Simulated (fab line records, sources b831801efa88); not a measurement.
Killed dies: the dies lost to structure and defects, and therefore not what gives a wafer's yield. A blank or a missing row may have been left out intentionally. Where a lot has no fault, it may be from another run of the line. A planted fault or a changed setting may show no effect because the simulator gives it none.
fab line records | flow sky130
[record] lots = 12 | wafers = 36 | last_day = 50
route steps=708 shown FIELD_ISO@17 PWDE@52 NWELL@76 VT_ADJUST_LVTN@111 PAD_OPEN@708
lots that met no fault: from a run of the same line without faults
start_h: hours from the record's opening day to when the first of the lot's shown wafers began | wait_h: hours from the lot's prior step to this one | " the same as in the row above | L1.1+2: one row covering several wafers at once | - no value, or no start was given | * or withheld: withheld | < > ~ a bound
route shown NAME@n: names a module that has steps shown in the file, with the first one's number in the route | usual: average and standard deviation across the fault-free wafers | same: alike in all rows | chamber/n: place in a boat | sites: per-site readings | _std_site: standard deviation across them | _edge_site: outer sites' mean less inner sites' | radius_mm: how far each site lies from the wafer's centre | mask NAME#n: copy n | behind: tool/chamber where the wafer was last shaped | hold: reason for holding the lot/hours on hold/outcome of the hold | device: whichever transistor did not switch (one of n, p or np) | end of line: the same wafers' tests at the end of the route | step lacking rows: just its recipe | killed: at the first sort, the dies lost to defects and structure; wafer yield is something else | map: shows each die of a wafer: x if killed, . if not, _ if none is there
set.NAME: setting as actually run; set.NAME@STEP: the setting as run at that earlier step | model.NAME: the simulator's own value behind a step, which no gauge read
the route's steps for a sample of lots (tables are steps, rows are wafers)
services: a tool's chamber out of use, with start hour (start_h, from the record's first day; less than 0 if before it), hours out, and reason
[[steps]]
[step SKY_FIELD_ISO_STRIP_16]
[recipe] chemistry = O2/N2 | power_w = 1400 | pressure_mtorr = 1500 | platen_temp_c = withheld | o2_flow_sccm = 3000 | n2_flow_sccm = 300 | overash_fraction = 0.5
[usual] drypump_motor_current_A = 5.6/0.36 | oes_product_au = 0.378/0.005 | strip_time_to_endpoint_s = 3.537/0.028
lot.wafer | tool            | chamber | start_h | wait_h | drypump_motor_current_A | oes_product_au | rf_hours_counter_h | strip_time_to_endpoint_s
L889.1    | plasma_asher-02 | 0       | 34.36   | 0.0    | 5.3                     | 0.383          | 35                 | 3.541
L889.4    | "               | 1       | "       | "      | 6.1                     | 0.380          | -                  | 3.572
L889.5    | "               | 1       | "       | "      | 6.1                     | 0.378          | -                  | 3.554
L891.2    | plasma_asher-04 | 1       | 45.71   | 0.0    | 5.9                     | 0.378          | 39                 | 3.565
L891.3    | "               | 0       | "       | "      | 5.7                     | 0.377          | -                  | 3.589
L891.5    | "               | 0       | "       | "      | 5.7                     | 0.384          | -                  | 3.570
L892.1    | plasma_asher-01 | 1       | 51.00   | 0.0    | 5.7                     | 0.371          | 25                 | 3.502
L892.2    | "               | 0       | "       | "      | 5.1                     | 0.372          | 25                 | 3.527
L892.5    | "               | 0       | "       | "      | 5.1                     | 0.377          | -                  | 3.521
L893.2    | plasma_asher-01 | 1       | 56.27   | 0.0    | 5.7                     | 0.381          | 26                 | 3.509
L893.3    | "               | 0       | "       | "      | 5.1                     | 0.374          | -                  | 3.496
L893.5    | "               | 0       | "       | "      | 5.1                     | 0.379          | -                  | 3.508
L897.2    | plasma_asher-04 | 0       | 77.37   | 0.0    | 5.7                     | 0.379          | 42                 | 3.538
L897.3    | "               | 1       | "       | "      | 5.9                     | 0.381          | -                  | 3.601
L897.6    | "               | 0       | "       | "      | 5.7                     | 0.378          | -                  | 3.576
L898.1    | plasma_asher-02 | 1       | 81.30   | 0.0    | 6.1                     | 0.384          | 40                 | 3.556
L898.2    | "               | 0       | "       | "      | 5.3                     | 0.383          | 40                 | 3.604
L898.5    | "               | 0       | "       | "      | 5.3                     | 0.379          | -                  | 3.556
L900.3    | plasma_asher-02 | 0       | 95.24   | 0.1    | 5.3                     | 0.382          | -                  | 3.555
L900.4    | "               | 1       | "       | "      | 6.1                     | 0.377          | -                  | 3.547
L900.6    | "               | 0       | "       | "      | 5.3                     | 0.383          | -                  | 3.543
L902.1    | plasma_asher-01 | 0       | 102.16  | 0.0    | 5.1                     | 0.376          | 29                 | 3.527
L902.2    | "               | 1       | "       | "      | 5.7                     | 0.382          | 29                 | 3.508
L902.6    | "               | 0       | "       | "      | 5.1                     | 0.382          | -                  | 3.539
L906.2    | plasma_asher-02 | 0       | 130.12  | 0.0    | 5.3                     | 0.381          | 45                 | 3.549
L906.4    | "               | 0       | "       | "      | 5.3                     | 0.381          | -                  | 3.526
L906.6    | "               | 1       | "       | "      | 6.1                     | 0.370          | -                  | 3.531
L909.1    | plasma_asher-01 | 1       | 144.36  | 0.0    | 5.8                     | 0.379          | 33                 | 3.522
L909.2    | "               | 0       | "       | "      | 5.1                     | 0.379          | 33                 | 3.512
L909.4    | "               | 1       | "       | "      | 5.8                     | 0.377          | -                  | 3.476
L910.1    | plasma_asher-01 | 0       | 144.75  | 0.0    | 5.1                     | 0.371          | 33                 | 3.525
L910.3    | "               | 0       | "       | "      | 5.1                     | 0.376          | -                  | 3.519
L910.4    | "               | 1       | "       | "      | 5.7                     | 0.386          | -                  | 3.576
L911.2    | plasma_asher-04 | 0       | 149.71  | 0.0    | 5.7                     | 0.371          | 3                  | 3.551
L911.5    | "               | 0       | "       | "      | 5.7                     | 0.379          | -                  | 3.503
L911.6    | "               | 1       | "       | "      | 5.9                     | 0.388          | -                  | 3.540
[step SKY_PWDE_OVL_MEAS_07]
[usual] PWDE_OVL = 0.0/1.3
lot.wafer | tool       | chamber | start_h | wait_h | PWDE_OVL[nm]
L889.1    | overlay-01 | -       | 74.14   | -      | 0.6
L889.4    | "          | -       | "       | "      | 1.1
L889.5    | "          | -       | "       | "      | 1.2
L891.2    | overlay-01 | -       | 86.66   | -      | -0.8
L891.3    | "          | -       | "       | "      | -0.1
L891.5    | "          | -       | "       | "      | 0.7
L892.1    | overlay-01 | -       | 93.49   | -      | 0.5
L892.2    | "          | -       | "       | "      | -1.4
L892.5    | "          | -       | "       | "      | -0.2
L893.2    | overlay-02 | -       | 95.64   | -      | 0.8
L893.3    | "          | -       | "       | "      | 0.8
L893.5    | "          | -       | "       | "      | -0.8
L897.2    | overlay-01 | -       | 118.04  | -      | 1.0
L897.3    | "          | -       | "       | "      | -0.1
L897.6    | "          | -       | "       | "      | 1.0
L898.1    | overlay-02 | -       | 123.11  | -      | -2.4
L898.2    | "          | -       | "       | "      | -0.9
L898.5    | "          | -       | "       | "      | -4.4
L900.3    | overlay-02 | -       | 137.29  | -      | -1.0
L900.4    | "          | -       | "       | "      | -0.7
L900.6    | "          | -       | "       | "      | 0.0
L902.1    | overlay-01 | -       | 160.71  | -      | -0.4
L902.2    | "          | -       | "       | "      | -0.8
L902.6    | "          | -       | "       | "      | 1.4
L906.2    | overlay-01 | -       | 176.84  | -      | -0.5
L906.4    | "          | -       | "       | "      | -0.1
L906.6    | "          | -       | "       | "      | 0.2
L909.1    | overlay-02 | -       | 191.55  | -      | -0.5
L909.2    | "          | -       | "       | "      | 0.9
L909.4    | "          | -       | "       | "      | 1.3
L910.1    | overlay-02 | -       | 192.20  | -      | 0.0
L910.3    | "          | -       | "       | "      | 0.6
L910.4    | "          | -       | "       | "      | 0.5
L911.2    | overlay-02 | -       | 197.81  | -      | -1.1
L911.5    | "          | -       | "       | "      | -1.1
L911.6    | "          | -       | "       | "      | -1.6
[step SKY_NWELL_OVL_MEAS_23]
[usual] NWELL_01_OVL = 0.2/1.4
lot.wafer | tool       | chamber | start_h | wait_h | NWELL_01_OVL[nm]
L889.1    | overlay-01 | -       | 109.29  | -      | -0.4
L889.4    | "          | -       | "       | "      | 0.0
L889.5    | "          | -       | "       | "      | 0.6
L891.2    | overlay-02 | -       | 120.04  | -      | -1.8
L891.3    | "          | -       | "       | "      | 0.2
L891.5    | "          | -       | "       | "      | -0.6
L892.1    | overlay-01 | -       | 127.58  | -      | -0.2
L892.2    | "          | -       | "       | "      | -0.9
L892.5    | "          | -       | "       | "      | 0.6
L893.2    | overlay-02 | -       | 130.43  | -      | -0.3
L893.3    | "          | -       | "       | "      | 1.0
L893.5    | "          | -       | "       | "      | -1.3
L897.2    | overlay-01 | -       | 157.29  | -      | -1.6
L897.3    | "          | -       | "       | "      | -1.4
L897.6    | "          | -       | "       | "      | -1.8
L898.1    | overlay-01 | -       | 163.27  | -      | 1.0
L898.2    | "          | -       | "       | "      | -0.1
L898.5    | "          | -       | "       | "      | 0.5
L900.3    | overlay-02 | -       | 177.55  | -      | 3.5
L900.4    | "          | -       | "       | "      | 2.9
L900.6    | "          | -       | "       | "      | -1.0
L902.1    | overlay-02 | -       | 203.22  | -      | 0.2
L902.2    | "          | -       | "       | "      | 0.2
L902.6    | "          | -       | "       | "      | 2.3
L906.2    | overlay-01 | -       | 221.19  | -      | -0.4
L906.4    | "          | -       | "       | "      | -1.9
L906.6    | "          | -       | "       | "      | 0.7
L909.1    | overlay-01 | -       | 235.08  | -      | -2.7
L909.2    | "          | -       | "       | "      | 1.3
L909.4    | "          | -       | "       | "      | 0.5
L910.1    | overlay-02 | -       | 236.84  | -      | -1.1
L910.3    | "          | -       | "       | "      | -0.9
L910.4    | "          | -       | "       | "      | -2.8
L911.2    | overlay-02 | -       | 243.29  | -      | -0.8
L911.5    | "          | -       | "       | "      | -1.8
L911.6    | "          | -       | "       | "      | 0.8
[step SKY_VT_ADJUST_LVTN_SOFTBAKE_14]
[recipe] temp_c = 90 | time_s = 60 | resist = NOVOLAK
[usual] heater_power_total_W = 56.60/0.046 | plate_temp_C = 90.02/0.15
lot.wafer | tool           | chamber | start_h | wait_h | heater_power_total_W | plate_temp_C
L889.1    | litho_track-02 | 0       | 156.48  | 0.1    | 56.65                | 90.07
L889.4    | "              | 0       | "       | "      | 56.54                | 90.24
L889.5    | "              | 0       | "       | "      | 56.61                | 89.92
L891.2    | litho_track-02 | 0       | 170.50  | 0.1    | 56.70                | 89.97
L891.3    | "              | 0       | "       | "      | 56.57                | 89.88
L891.5    | "              | 0       | "       | "      | 56.62                | 89.99
L892.1    | litho_track-03 | 0       | 179.32  | 0.1    | 56.59                | 90.25
L892.2    | "              | 0       | "       | "      | 56.46                | 90.25
L892.5    | "              | 0       | "       | "      | 56.55                | 90.26
L893.2    | litho_track-01 | 0       | 182.23  | 0.1    | 56.59                | 90.03
L893.3    | "              | 0       | "       | "      | 56.58                | 89.93
L893.5    | "              | 0       | "       | "      | 56.59                | 90.05
L897.2    | litho_track-02 | 0       | 211.70  | 0.1    | 56.60                | 90.11
L897.3    | "              | 0       | "       | "      | 56.58                | 90.29
L897.6    | "              | 0       | "       | "      | 56.66                | 89.85
L898.1    | litho_track-03 | 0       | 217.77  | 0.1    | 56.62                | 89.74
L898.2    | "              | 0       | "       | "      | 56.62                | 89.92
L898.5    | "              | 0       | "       | "      | 56.65                | 90.12
L900.3    | litho_track-02 | 0       | 232.83  | 0.1    | 56.68                | 90.13
L900.4    | "              | 0       | "       | "      | 56.64                | 90.29
L900.6    | "              | 0       | "       | "      | 56.62                | 90.08
L902.1    | litho_track-01 | 0       | 260.40  | 0.1    | 56.54                | 90.15
L902.2    | "              | 0       | "       | "      | 56.57                | 90.11
L902.6    | "              | 0       | "       | "      | 56.66                | 90.21
L906.2    | litho_track-02 | 0       | 281.20  | 0.1    | 56.62                | 89.96
L906.4    | "              | 0       | "       | "      | 56.62                | 89.86
L906.6    | "              | 0       | "       | "      | 56.66                | 89.81
L909.1    | litho_track-02 | 0       | 297.33  | 0.1    | 51.93                | 84.63
L909.2    | "              | 0       | "       | "      | 51.96                | 84.77
L909.4    | "              | 0       | "       | "      | 51.91                | 84.73
L910.1    | litho_track-02 | 0       | 298.58  | 0.1    | 51.95                | 84.81
L910.3    | "              | 0       | "       | "      | 52.01                | 84.84
L910.4    | "              | 0       | "       | "      | 51.93                | 84.90
L911.2    | litho_track-01 | 0       | 304.93  | 0.1    | 56.66                | 90.36
L911.5    | "              | 0       | "       | "      | 56.58                | 90.37
L911.6    | "              | 0       | "       | "      | 56.59                | 90.17
[step SKY_VT_ADJUST_LVTN_STRIP_20]
[recipe] chemistry = O2/N2 | power_w = 1400 | pressure_mtorr = 1500 | platen_temp_c = withheld | o2_flow_sccm = 3000 | n2_flow_sccm = 300 | overash_fraction = 0.5
[usual] drypump_motor_current_A = 5.7/0.44 | oes_product_au = 0.715/0.0044 | strip_time_to_endpoint_s = 14.19/0.038
lot.wafer | tool            | chamber | start_h | wait_h | drypump_motor_current_A | oes_product_au | rf_hours_counter_h | strip_time_to_endpoint_s
L889.1    | plasma_asher-01 | 1       | 166.37  | 0.1    | 5.7                     | 0.712          | 36                 | 14.15
L889.4    | "               | 1       | "       | "      | 5.7                     | 0.711          | -                  | 14.17
L889.5    | "               | 1       | "       | "      | 5.7                     | 0.717          | -                  | 14.17
L891.2    | plasma_asher-01 | 0       | 181.29  | 0.1    | 5.1                     | 0.719          | 37                 | 14.15
L891.3    | "               | 1       | "       | "      | 5.7                     | 0.721          | -                  | 14.21
L891.5    | "               | 0       | "       | "      | 5.1                     | 0.708          | -                  | 14.22
L892.1    | plasma_asher-03 | 0       | 189.91  | 0.1    | 6.5                     | 0.715          | 48                 | 14.18
L892.2    | "               | 1       | "       | "      | 5.8                     | 0.720          | 48                 | 14.21
L892.5    | "               | 0       | "       | "      | 6.5                     | 0.719          | -                  | 14.19
L893.2    | plasma_asher-03 | 0       | 193.04  | 0.1    | 6.5                     | 0.719          | 48                 | 14.19
L893.3    | "               | 1       | "       | "      | 5.8                     | 0.716          | -                  | 14.18
L893.5    | "               | 1       | "       | "      | 5.8                     | 0.707          | -                  | 14.24
L897.2    | plasma_asher-01 | 1       | 222.07  | 0.1    | 5.7                     | 0.718          | 41                 | 14.18
L897.3    | "               | 0       | "       | "      | 5.1                     | 0.711          | -                  | 14.17
L897.6    | "               | 0       | "       | "      | 5.1                     | 0.719          | -                  | 14.18
L898.1    | plasma_asher-01 | 0       | 229.01  | 0.1    | 5.1                     | 0.715          | 42                 | 14.12
L898.2    | "               | 1       | "       | "      | 5.7                     | 0.713          | 42                 | 14.14
L898.5    | "               | 0       | "       | "      | 5.1                     | 0.711          | -                  | 14.16
L900.3    | plasma_asher-04 | 1       | 244.19  | 0.1    | 5.9                     | 0.712          | -                  | 14.23
L900.4    | "               | 0       | "       | "      | 5.7                     | 0.718          | -                  | 14.20
L900.6    | "               | 1       | "       | "      | 5.9                     | 0.721          | -                  | 14.23
L902.1    | plasma_asher-03 | 0       | 273.46  | 0.1    | 6.5                     | 0.713          | 56                 | 14.20
L902.2    | "               | 1       | "       | "      | 5.8                     | 0.713          | 56                 | 14.20
L902.6    | "               | 0       | "       | "      | 6.5                     | 0.718          | -                  | 14.22
L906.2    | plasma_asher-03 | 1       | 293.74  | 0.1    | 5.8                     | 0.714          | 58                 | 14.15
L906.4    | "               | 1       | "       | "      | 5.8                     | 0.709          | -                  | 14.12
L906.6    | "               | 0       | "       | "      | 6.5                     | 0.725          | -                  | 14.16
L909.1    | plasma_asher-03 | 1       | 311.19  | 0.1    | 5.8                     | 0.718          | 59                 | 14.30
L909.2    | "               | 0       | "       | "      | 6.5                     | 0.719          | 59                 | 14.31
L909.4    | "               | 0       | "       | "      | 6.5                     | 0.718          | -                  | 14.34
L910.1    | plasma_asher-01 | 1       | 312.81  | 0.1    | 5.7                     | 0.703          | 50                 | 14.44
L910.3    | "               | 1       | "       | "      | 5.7                     | 0.715          | -                  | 14.41
L910.4    | "               | 0       | "       | "      | 5.1                     | 0.714          | -                  | 14.37
L911.2    | plasma_asher-01 | 1       | 318.59  | 0.1    | 5.7                     | 0.709          | 51                 | 14.24
L911.5    | "               | 1       | "       | "      | 5.7                     | 0.712          | -                  | 14.25
L911.6    | "               | 0       | "       | "      | 5.1                     | 0.714          | -                  | 14.23
[step SKY_PAD_OPEN_PROBE_99]
[usual] killed_at_M0_to_M3 = 42/6.4 | killed_at_M4_up = 3.0/2 | killed_at_contacts = 24/5.2 | killed_at_front_end = 14/4.2 | killed_at_other = 0.4/0.72 | killed_dies = 84/9 | killed_open = 46/6.6 | killed_short = 38/6
[same] gross_dies = 492 | killed_at_back_side = 0
lot.wafer | tool      | chamber | start_h | wait_h | killed_at_M0_to_M3 | killed_at_M4_up | killed_at_contacts | killed_at_front_end | killed_at_other | killed_dies | killed_open | killed_short
L902.1    | prober-02 | -       | 1164.84 | 0.1    | 53                 | 2               | 20                 | 11                  | 0               | 86          | 49          | 37
L902.2    | prober-02 | -       | 1164.89 | 0.1    | 44                 | 4               | 27                 | 16                  | 0               | 91          | 59          | 32
L902.6    | prober-02 | -       | 1165.09 | 0.2    | 52                 | 1               | 32                 | 12                  | 1               | 98          | 59          | 39
// killed by level:class
L902.1 CONTACT:geometric_particle:open=9 VIA3:geometric_particle:open=8 VIA2:geometric_particle:open=8 VIA1:geometric_particle:open=7 LI_CONTACT:geometric_particle:open=6 VIA1:geometric_particle:short=6 METAL1:geometric_particle:short=6 METAL2:geometric_particle:short=6
L902.2 LI_CONTACT:geometric_particle:open=13 VIA1:geometric_particle:open=12 CONTACT:geometric_particle:open=9 VIA3:geometric_particle:open=6 VIA2:geometric_particle:open=6 POLY_GATE:geometric_particle:short=5 POLY_GATE:geometric_particle:open=4 VIA1:geometric_particle:short=4
L902.6 VIA2:geometric_particle:open=16 CONTACT:geometric_particle:open=9 LOCAL_INTERCONNECT:geometric_particle:short=7 LI_CONTACT:geometric_particle:open=7 VIA1:geometric_particle:short=7 VIA1:geometric_particle:open=7 VIA3:geometric_particle:open=6 CONTACT:geometric_particle:short=5
[[services]]
tool            | chamber | start_h | hours | kind
plasma_asher-01 | -       | 37.85   | 3.9   | repair
plasma_asher-01 | -       | 65.25   | 14.6  | pm
plasma_asher-04 | -       | 108.75  | 9.0   | pm
plasma_asher-04 | 0       | 108.75  | 9.0   | vent_cycle
plasma_asher-04 | 1       | 108.75  | 9.0   | vent_cycle
plasma_asher-04 | 0       | 117.75  | -     | clean
plasma_asher-04 | 1       | 117.75  | -     | clean
plasma_asher-04 | -       | 148.75  | 0.3   | repair
plasma_asher-02 | -       | 157.08  | 3.6   | repair
plasma_asher-03 | -       | 230.10  | 2.5   | repair
plasma_asher-02 | -       | 266.38  | 7.5   | repair
plasma_asher-01 | -       | 279.79  | 3.9   | repair
[[key]]
[first_sign] step = SKY_VT_ADJUST_LVTN_SOFTBAKE_14 | reading = heater_power_total_W | direction = down | sigmas = 99+ | usual = * | struck = *
[effect] step = SKY_VT_ADJUST_LVTN_SOFTBAKE_14 | reading = plate_temp_C | direction = down | sigmas = 35 | usual = * | struck = *
[effect] step = SKY_VT_ADJUST_LVTN_STRIP_20 | reading = strip_time_to_endpoint_s | direction = up | sigmas = 4.5 | usual = * | struck = *
met_at SKY_VT_ADJUST_LVTN_SOFTBAKE_14
struck_lots L909,L910
tester_left_out L909,L910
not_acting_at SKY_FIELD_ISO_STRIP_16,SKY_PWDE_OVL_MEAS_07,SKY_NWELL_OVL_MEAS_23
onset_between 281.20 297.33
[fault] kind = process_parameter_drift | tool = litho_track-02 | chamber = - | onset_h = 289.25 | steps = SKY_VT_ADJUST_LVTN_SOFTBAKE_14 | channel = temp_c | offset = * | shape = step | end_h = 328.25 | acts_in = * | stated = *
// tester_left_out: of these lots the tester's yield and bins aren't shown, on N5 and GAA mostly nor the transistor test; their killed dies are dies lost to structure and defects alone, not to doping, threshold or leakage, so they don't give the yield
